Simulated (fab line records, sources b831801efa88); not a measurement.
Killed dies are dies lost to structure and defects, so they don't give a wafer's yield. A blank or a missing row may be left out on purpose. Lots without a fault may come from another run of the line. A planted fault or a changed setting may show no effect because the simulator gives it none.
fab line records | flow gf180mcu | part 1 of 2: steps 1 to 42 of 43
record lots=6 wafers=18 last_day=33
route steps=602 shown M5@532 V5@540 TOP_METAL@567 PASSIVATION@602
lots that met no fault: from a run of the same line without faults
start_h: hours from the record's first day to the start of the lot's first wafer shown | wait_h: hours since the lot's step before | " the same as in the row above | L1.1+2: a row that stands for several wafers | - no value, or no start given | * or withheld: withheld | < > ~ a bound
route shown NAME@n: a module of which the file shows steps, and the number in the route of the first | usual: mean/standard deviation of fault-free wafers | same: alike in all rows | chamber/n: place in a boat | sites: the reading at each site | _std_site: their standard deviation | _edge_site: outer sites' mean less inner sites' | radius_mm: how far each site lies from the wafer's centre | mask NAME#n: copy n | behind: the tool/chamber that last shaped the wafer | hold: why the lot was held/for how many hours/how that ended | device: the transistor (n, p or np) that didn't switch | end of line: the same wafers' tests at the end of the route | a step without rows: its recipe alone | killed: dies lost to structure and defects at the first sort, not the wafer's yield | map: a wafer's dies, x killed, . not, _ none there
set.NAME: the setting as run; set.NAME@STEP: as run at that earlier step | model.NAME: the simulator's own value behind a step, which no gauge read
lots at some steps of the route; a table a step, a row a wafer
services: from which hour (start_h, from the record's first day; less than 0 if before it) a tool's chamber was out of use, for how many hours, and why
## steps
# step GF_M5_DEVELOP_06
# recipe develop_time_s=60 dev_temp_c=21
# step GF_M5_CD_MEAS_07
# recipe target_cd_nm=280
# usual cd_nm=279.8/1.1
# columns lot.wafer tool chamber start_h wait_h cd_nm
L174.2 cd_sem-01 - 603.30 0.1 280.4
L174.4 " - " " 281.6
L174.6 " - " " 282.1
L179.3 cd_sem-01 - 644.91 0.1 279.3
L179.4 " - " " 279.6
L179.6 " - " " 279.2
L180.2 cd_sem-02 - 653.64 0.1 279.5
L180.3 " - " " 279.2
L180.4 " - " " 278.9
L186.3 cd_sem-01 - 699.86 0.1 279.1
L186.5 " - " " 278.6
L186.6 " - " " 279.0
L187.2 cd_sem-01 - 701.85 0.1 279.8
L187.3 " - " " 280.1
L187.5 " - " " 280.8
L194.3 cd_sem-01 - 746.46 0.1 278.6
L194.5 " - " " 279.7
L194.6 " - " " 279.9
# step GF_M5_OVL_MEAS_08
# usual M5_OVL=-4/5.8
# columns lot.wafer tool chamber start_h wait_h M5_OVL[nm]
L174.2 overlay-02 - 603.41 0.1 -1
L174.4 " - " " -6
L174.6 " - " " -10
L179.3 overlay-02 - 645.00 0.1 -12
L179.4 " - " " -10
L179.6 " - " " -1
L180.2 overlay-01 - 653.75 0.1 -8
L180.3 " - " " -3
L180.4 " - " " -5
L186.3 overlay-02 - 699.95 0.1 10
L186.5 " - " " 10
L186.6 " - " " 2
L187.2 overlay-01 - 701.96 0.1 -4
L187.3 " - " " -4
L187.5 " - " " -8
L194.3 overlay-02 - 746.56 0.1 -2
L194.5 " - " " 7
L194.6 " - " " -2
# step GF_M5_ETCH_09
# recipe chemistry=CF4/O2 target=Si3N4 target_depth_nm=52 source_w=800 bias_w=150 pressure_mtorr=150 cf4_flow_sccm=80 O2_flow_sccm=10 time_s=11.6
# step GF_M5_METAL_ETCH_10
# recipe chemistry=Cl2/BCl3 mask_material=KrF target_depth_nm=750.8 stop_on=SiO2 pressure_mtorr=8 icp_w=800 bias_w=140 Cl2_flow_sccm=80 bcl3_flow_sccm=40 time_s=125.1
# step GF_M5_STRIP_11
# recipe chemistry=O2/N2 power_w=1400 pressure_mtorr=1500 platen_temp_c=250 o2_flow_sccm=3000 n2_flow_sccm=300 overash_fraction=0.5
# step GF_M5_STRIP_12
# recipe chemistry=post_etch_residue_remover time_s=1200 temp_c=72.5
# step GF_M5_CLEAN_13
# recipe chemistry=DIW dry=n2_spin
# step GF_V5_CVD_00
# recipe material=SiO2 target_thk_nm=300 sigma_open_frac=0.3 temp_c=400 time_s=50 sih4_flow_sccm=60 pressure_mtorr=6
# step GF_V5_THK_MEAS_01
# recipe reads=SiO2_of_V5_CVD_00
# usual V5_CVD_00_THK=301/3.1
# columns lot.wafer tool chamber start_h wait_h V5_CVD_00_THK[nm]
L174.2 film_metro-01 - 604.18 0.0 298
L174.4 " - " " 302
L174.6 " - " " 298
L179.3 film_metro-04 - 645.78 0.0 304
L179.4 " - " " 304
L179.6 " - " " 301
L180.2 film_metro-04 - 654.53 0.0 296
L180.3 " - " " 304
L180.4 " - " " 304
L186.3 film_metro-04 - 700.89 0.0 299
L186.5 " - " " 299
L186.6 " - " " 303
L187.2 film_metro-01 - 702.77 0.0 303
L187.3 " - " " 300
L187.5 " - " " 301
L194.3 film_metro-04 - 747.49 0.0 299
L194.5 " - " " 304
L194.6 " - " " 302
# step GF_V5_CVD_02
# recipe material=SiO2 target_thk_nm=1450 precursor=TEOS temp_c=400 time_s=163.28 rf_w=600
# step GF_V5_THK_MEAS_03
# recipe reads=SiO2_of_V5_CVD_02
# usual V5_CVD_02_THK=1447/18
# columns lot.wafer tool chamber start_h wait_h V5_CVD_02_THK[nm]
L174.2 film_metro-03 - 604.40 0.1 1434
L174.4 " - " " 1431
L174.6 " - " " 1441
L179.3 film_metro-04 - 645.95 0.1 1439
L179.4 " - " " 1451
L179.6 " - " " 1462
L180.2 film_metro-04 - 654.70 0.1 1449
L180.3 " - " " 1432
L180.4 " - " " 1456
L186.3 film_metro-03 - 701.06 0.1 1428
L186.5 " - " " 1465
L186.6 " - " " 1450
L187.2 film_metro-03 - 702.94 0.1 1440
L187.3 " - " " 1472
L187.5 " - " " 1485
L194.3 film_metro-03 - 747.66 0.1 1449
L194.5 " - " " 1467
L194.6 " - " " 1468
# step GF_V5_CMP_04
# recipe material=SiO2 down_force_psi=4 platen_rpm=60 pad_velocity_m_s=0.94248
# usual motor_current_A=12.9/1.2
# columns lot.wafer tool chamber start_h wait_h motor_current_A
L174.2 cmp-02 0 604.50 0.1 11.1
L174.4 " 1 " " 14.3
L174.6 " 3 " " 12.3
L179.4 cmp-02 0 646.47 0.5 11.7
L179.3 " 1 " " 14.6
L179.6 " 1 " " 14.6
L180.3 cmp-02 2 659.09 4.4 13.9
L180.4 " 0 " " 11.8
L180.2 " 1 " " 13.9
L186.3 cmp-02 1 701.25 0.2 12.9
L186.5 " 2 " " 13.6
L186.6 " 3 " " 12.0
L187.3 cmp-02 1 702.99 0.0 14.4
L187.2 " 2 " " 14.0
L187.5 " 1 " " 14.8
L194.3 cmp-01 3 747.75 0.1 11.9
L194.6 " 2 " " 14.7
L194.5 " 3 " " 13.0
# step GF_V5_BOW_MEAS_05
# recipe mode=bow
# usual V5_BOW=135/9.2
# columns lot.wafer tool chamber start_h wait_h V5_BOW[um]
L174.2 film_metro-01 - 604.77 0.2 130
L174.4 " - " " 115
L174.6 " - " " 118
L179.3 film_metro-04 - 646.81 0.2 116
L179.4 " - " " 130
L179.6 " - " " 132
L180.2 film_metro-03 - 659.41 0.1 120
L180.3 " - " " 124
L180.4 " - " " 121
L186.3 film_metro-04 - 701.44 0.1 125
L186.5 " - " " 128
L186.6 " - " " 132
L187.2 film_metro-04 - 703.31 0.2 145
L187.3 " - " " 133
L187.5 " - " " 136
L194.3 film_metro-03 - 748.04 0.2 130
L194.5 " - " " 128
L194.6 " - " " 137
# step GF_V5_DEHYDRATE_06
# recipe temp_c=200 time_s=60
# step GF_V5_HMDS_07
# recipe prime_time_s=60 prime_temp_c=120
# step GF_V5_COAT_08
# recipe resist=BARC temp_c=withheld time_s=withheld spin_rpm=withheld resist_thk_nm=withheld
# step GF_V5_COAT_09
# recipe resist=KrF spin_rpm=withheld resist_thk_nm=1000
# step GF_V5_SOFTBAKE_10
# recipe temp_c=130 time_s=60 resist=KrF
# step GF_V5_EXPOSE_11
# recipe mask_id=Via5 target_cd_nm=260 na=0.68 source_shape=conventional sigma_outer=0.6 dose_mj=38
# step GF_V5_PEB_12
# recipe peb_temp_c=135 peb_time_s=90 resist=KrF
# step GF_V5_DEVELOP_13
# recipe develop_time_s=60 resist=KrF dev_temp_c=21
# step GF_V5_CD_MEAS_14
# recipe target_cd_nm=260
# usual cd_nm=259.9/1.3
# columns lot.wafer tool chamber start_h wait_h cd_nm
L174.2 cd_sem-02 - 625.36 0.1 261.4
L174.4 " - " " 262.5
L174.6 " - " " 262.2
L179.3 cd_sem-01 - 664.83 0.1 260.5
L179.4 " - " " 260.3
L179.6 " - " " 260.1
L180.2 cd_sem-02 - 677.89 0.1 260.9
L180.3 " - " " 261.4
L180.4 " - " " 259.8
L186.3 cd_sem-01 - 719.41 0.1 260.4
L186.5 " - " " 261.2
L186.6 " - " " 260.3
L187.2 cd_sem-02 - 721.34 0.1 259.3
L187.3 " - " " 259.9
L187.5 " - " " 259.6
L194.3 cd_sem-01 - 764.06 0.1 260.4
L194.5 " - " " 259.5
L194.6 " - " " 259.2
# step GF_V5_OVL_MEAS_15
# usual V5_OVL=-6/5.9
# columns lot.wafer tool chamber start_h wait_h V5_OVL[nm]
L174.2 overlay-01 - 625.46 0.1 -14
L174.4 " - " " -15
L174.6 " - " " -11
L179.3 overlay-02 - 664.92 0.1 -3
L179.4 " - " " -16
L179.6 " - " " -9
L180.2 overlay-02 - 678.00 0.1 -9
L180.3 " - " " -14
L180.4 " - " " -8
L186.3 overlay-02 - 719.50 0.1 -19
L186.5 " - " " -13
L186.6 " - " " -19
L187.2 overlay-01 - 721.45 0.1 -4
L187.3 " - " " -6
L187.5 " - " " -7
L194.3 overlay-01 - 764.16 0.1 -2
L194.5 " - " " 4
L194.6 " - " " 3
# step GF_V5_ETCH_16
# recipe chemistry=N2/H2 target_depth_a=withheld overetch_a=withheld time_s=withheld target=BARC ion_energy_ev=200 source_w=500 bias_w=100 pressure_mtorr=30 n2_flow_sccm=100 h2_flow_sccm=200
# step GF_V5_ETCH_17
# recipe chemistry=C4F8/O2/Ar mask_material=KrF target=SiO2 stop_on=TiN source_w=1500 bias_w=1200 pressure_mtorr=40 c4f8_flow_sccm=withheld O2_flow_sccm=6 Ar_flow_sccm=300 time_s=withheld target_depth_a=8550
# usual bias_w=1200/3.1 oes_product_au=0.859/0.0047
# columns lot.wafer tool chamber start_h wait_h bias_w oes_product_au
L174.2 rie_diel-03 0 - - 1202 0.856
L174.4 " 1 " " 1204 0.857
L174.6 " 3 " " 1197 0.854
L179.3 rie_diel-02 3 - - 1198 0.863
L179.4 " 1 " " 1195 0.862
L179.6 " 0 " " 1202 0.856
L180.2 rie_diel-02 0 - - 1199 0.862
L180.3 " 3 " " 1200 0.858
L180.4 " 1 " " 1197 0.864
L186.3 rie_diel-02 2 - - 1196 0.865
L186.5 " 0 " " 1195 0.862
L186.6 " 3 " " 1199 0.865
L187.2 rie_diel-03 0 - - 1192 0.855
L187.3 " 2 " " 1199 0.855
L187.5 " 2 " " 1203 0.860
L194.3 rie_diel-02 3 - - 1200 0.862
L194.5 " 0 " " 1199 0.860
L194.6 " 1 " " 1200 0.856
# step GF_V5_STRIP_18
# recipe chemistry=O2/N2 power_w=1400 pressure_mtorr=1500 platen_temp_c=250 o2_flow_sccm=3000 n2_flow_sccm=300 overash_fraction=0.5
# step GF_V5_STRIP_19
# recipe chemistry=post_etch_residue_remover time_s=1200 temp_c=72.5
# step GF_V5_CLEAN_20
# recipe chemistry=DIW dry=n2_spin
# step GF_V5_SPUTTER_21
# recipe material=Ti target_thk_nm=15 chamber_pressure_pa=5 power_w=2500 substrate_temp_c=200 time_s=80.02
# usual throttle_valve_pct=29.9/0.82
# columns lot.wafer tool chamber start_h wait_h throttle_valve_pct
L174.2 pvd_sputter-03 - 626.20 0.0 28.5
L174.4 " - " " 29.7
L174.6 " - " " 30.0
L179.3 pvd_sputter-03 - 665.63 0.0 28.5
L179.4 " - " " 30.0
L179.6 " - " " 30.0
L180.2 pvd_sputter-01 - 678.75 0.0 29.8
L180.3 " - " " 30.2
L180.4 " - " " 29.9
L186.3 pvd_sputter-01 - 720.21 0.0 29.1
L186.5 " - " " 29.9
L186.6 " - " " 29.8
L187.2 pvd_sputter-01 - 722.17 0.0 29.7
L187.3 " - " " 30.1
L187.5 " - " " 30.1
L194.3 pvd_sputter-03 - 764.99 0.0 28.1
L194.5 " - " " 28.5
L194.6 " - " " 29.7
# step GF_V5_SPUTTER_22
# recipe material=TiN target_thk_nm=10 chamber_pressure_pa=5 power_w=4000 time_s=40
# usual throttle_valve_pct=29.9/0.81
# columns lot.wafer tool chamber start_h wait_h throttle_valve_pct
L174.2 pvd_sputter-03 - 626.26 0.0 28.2
L174.4 " - " " 29.4
L174.6 " - " " 30.1
L179.3 pvd_sputter-03 - 665.69 0.0 28.4
L179.4 " - " " 30.1
L179.6 " - " " 30.0
L180.2 pvd_sputter-01 - 678.81 0.0 29.9
L180.3 " - " " 29.8
L180.4 " - " " 29.5
L186.3 pvd_sputter-01 - 720.27 0.0 29.4
L186.5 " - " " 30.0
L186.6 " - " " 30.3
L187.2 pvd_sputter-01 - 722.23 0.0 29.7
L187.3 " - " " 29.9
L187.5 " - " " 29.8
L194.3 pvd_sputter-03 - 765.05 0.0 28.3
L194.5 " - " " 28.5
L194.6 " - " " 29.9
# step GF_V5_CVD_23
# recipe material=W target_thk_nm=350 time_s=104.9 temp_c=400 pressure_torr=40
# usual heater_power_w=900/100
# columns lot.wafer tool chamber start_h wait_h heater_power_w
L174.2 cvd_w-02 0 626.30 0.0 1039
L174.4 " 1 " " 808
L174.6 " 1 " " 811
L179.3 cvd_w-02 0 665.77 0.1 1001
L179.4 " 1 " " 818
L179.6 " 0 " " 1038
L180.2 cvd_w-01 1 678.85 0.0 850
L180.3 " 0 " " 809
L180.4 " 1 " " 853
L186.3 cvd_w-01 1 720.35 0.1 842
L186.5 " 0 " " 798
L186.6 " 1 " " 831
L187.2 cvd_w-02 1 722.27 0.0 832
L187.3 " 0 " " 1034
L187.5 " 0 " " 1048
L194.3 cvd_w-02 0 765.13 0.1 1056
L194.5 " 0 " " 1043
L194.6 " 1 " " 853
# step GF_V5_RS_MEAS_24
# recipe thk_meas_gauge=four-point-probe reads=W_of_V5_CVD_23+TiN_of_V5_SPUTTER_22+Ti_of_V5_SPUTTER_21
# usual V5_W_RS=0.327/0.0038
# columns lot.wafer tool chamber start_h wait_h V5_W_RS[ohm/sq]
L174.2 film_metro-01 - 626.43 0.1 0.324
L174.4 " - " " 0.328
L174.6 " - " " 0.327
L179.3 film_metro-04 - 665.88 0.1 0.326
L179.4 " - " " 0.329
L179.6 " - " " 0.323
L180.2 film_metro-04 - 678.98 0.1 0.331
L180.3 " - " " 0.331
L180.4 " - " " 0.329
L186.3 film_metro-01 - 720.46 0.1 0.325
L186.5 " - " " 0.324
L186.6 " - " " 0.326
L187.2 film_metro-01 - 722.40 0.1 0.331
L187.3 " - " " 0.324
L187.5 " - " " 0.326
L194.3 film_metro-03 - 765.24 0.1 0.326
L194.5 " - " " 0.325
L194.6 " - " " 0.337
# step GF_V5_THK_MEAS_25
# recipe thk_meas_gauge=xrf reads=W_of_V5_CVD_23
# usual V5_W_THK=352/6
# columns lot.wafer tool chamber start_h wait_h V5_W_THK[nm]
L174.2 film_metro-01 - 626.54 0.1 358
L174.4 " - " " 353
L174.6 " - " " 355
L179.3 film_metro-04 - 665.98 0.1 348
L179.4 " - " " 353
L179.6 " - " " 354
L180.2 film_metro-04 - 679.09 0.1 346
L180.3 " - " " 345
L180.4 " - " " 349
L186.3 film_metro-01 - 720.56 0.1 358
L186.5 " - " " 359
L186.6 " - " " 359
L187.2 film_metro-01 - 722.51 0.1 350
L187.3 " - " " 358
L187.5 " - " " 359
L194.3 film_metro-03 - 765.34 0.1 347
L194.5 " - " " 350
L194.6 " - " " 336
# step GF_V5_CMP_26
# recipe stop_on=SiO2 down_force_psi=3.5 platen_rpm=60 t_overpolish_s=15 target_thk_nm=0 pad_velocity_m_s=0.94248
# step GF_TOP_METAL_SPUTTER_00
# recipe material=Ti target_thk_nm=37.5 arriving_ion_energy_ev=80 substrate_temp_c=200 chamber_pressure_pa=2 power_w=4000 time_s=150
# step GF_TOP_METAL_SPUTTER_01
# recipe material=TiN target_thk_nm=30 power_w=6500 time_s=25 chamber_pressure_pa=0.4
# step GF_TOP_METAL_SPUTTER_02
# recipe material=AlCu target_thk_nm=900 power_w=10600 chamber_pressure_pa=0.3 substrate_temp_c=250 gas=Ar time_s=47.82
# usual throttle_valve_pct=30.3/1.2
# columns lot.wafer tool chamber start_h wait_h throttle_valve_pct
L174.2 pvd_sputter-04 - 627.02 0.0 30.9
L174.4 " - " " 31.4
L174.6 " - " " 30.0
L179.3 pvd_sputter-02 - 666.95 0.0 31.8
L179.4 " - " " 29.9
L179.6 " - " " 31.2
L180.2 pvd_sputter-02 - 679.79 0.0 29.9
L180.3 " - " " 32.7
L180.4 " - " " 31.3
L186.3 pvd_sputter-04 - 721.03 0.0 31.4
L186.5 " - " " 29.9
L186.6 " - " " 31.1
L187.2 pvd_sputter-02 - 722.99 0.0 32.8
L187.3 " - " " 31.6
L187.5 " - " " 31.2
L194.3 pvd_sputter-03 - 765.81 0.0 30.3
L194.5 " - " " 28.2
L194.6 " - " " 29.6
# step GF_TOP_METAL_SPUTTER_03
# recipe material=Ti target_thk_nm=5 substrate_temp_c=300 chamber_pressure_pa=0.3 power_w=3000 time_s=3.3
# step GF_TOP_METAL_SPUTTER_04
# recipe material=TiN target_thk_nm=25 power_w=6500 time_s=20.8 chamber_pressure_pa=0.4
# step GF_TOP_METAL_RS_MEAS_05
# recipe thk_meas_gauge=four-point-probe reads=TiN_of_TOP_METAL_SPUTTER_04+Ti_of_TOP_METAL_SPUTTER_03+AlCu_of_TOP_METAL_SPUTTER_02+TiN_of_TOP_METAL_SPUTTER_01+Ti_of_TOP_METAL_SPUTTER_00
# usual TOP_METAL_ALCU_RS=0.0329/0.00034
# columns lot.wafer tool chamber start_h wait_h TOP_METAL_ALCU_RS[ohm/sq]
L174.2 film_metro-04 - 627.13 0.0 0.0325
L174.4 " - " " 0.0327
L174.6 " - " " 0.0325
L179.3 film_metro-02 - 667.08 0.1 0.0322
L179.4 " - " " 0.0327
L179.6 " - " " 0.0325
L180.2 film_metro-03 - 679.90 0.0 0.0332
L180.3 " - " " 0.0332
L180.4 " - " " 0.0334
L186.3 film_metro-03 - 721.16 0.1 0.0330
L186.5 " - " " 0.0331
L186.6 " - " " 0.0331
L187.2 film_metro-03 - 723.10 0.0 0.0327
L187.3 " - " " 0.0325
L187.5 " - " " 0.0331
L194.3 film_metro-03 - 765.94 0.1 0.0327
L194.5 " - " " 0.0323
L194.6 " - " " 0.0325
# step GF_TOP_METAL_THK_MEAS_06
# recipe thk_meas_gauge=xrf reads=AlCu_of_TOP_METAL_SPUTTER_02
# usual TOP_METAL_ALCU_THK=913/9.7
# columns lot.wafer tool chamber start_h wait_h TOP_METAL_ALCU_THK[nm]
L174.2 film_metro-04 - 627.24 0.1 922
L174.4 " - " " 918
L174.6 " - " " 918
L179.3 film_metro-02 - 667.18 0.1 931
L179.4 " - " " 924
L179.6 " - " " 926
L180.2 film_metro-03 - 680.01 0.1 908
L180.3 " - " " 905
L180.4 " - " " 898
L186.3 film_metro-03 - 721.26 0.1 906
L186.5 " - " " 912
L186.6 " - " " 904
L187.2 film_metro-03 - 723.21 0.1 915
L187.3 " - " " 922
L187.5 " - " " 903
L194.3 film_metro-03 - 766.04 0.1 920
L194.5 " - " " 927
L194.6 " - " " 918
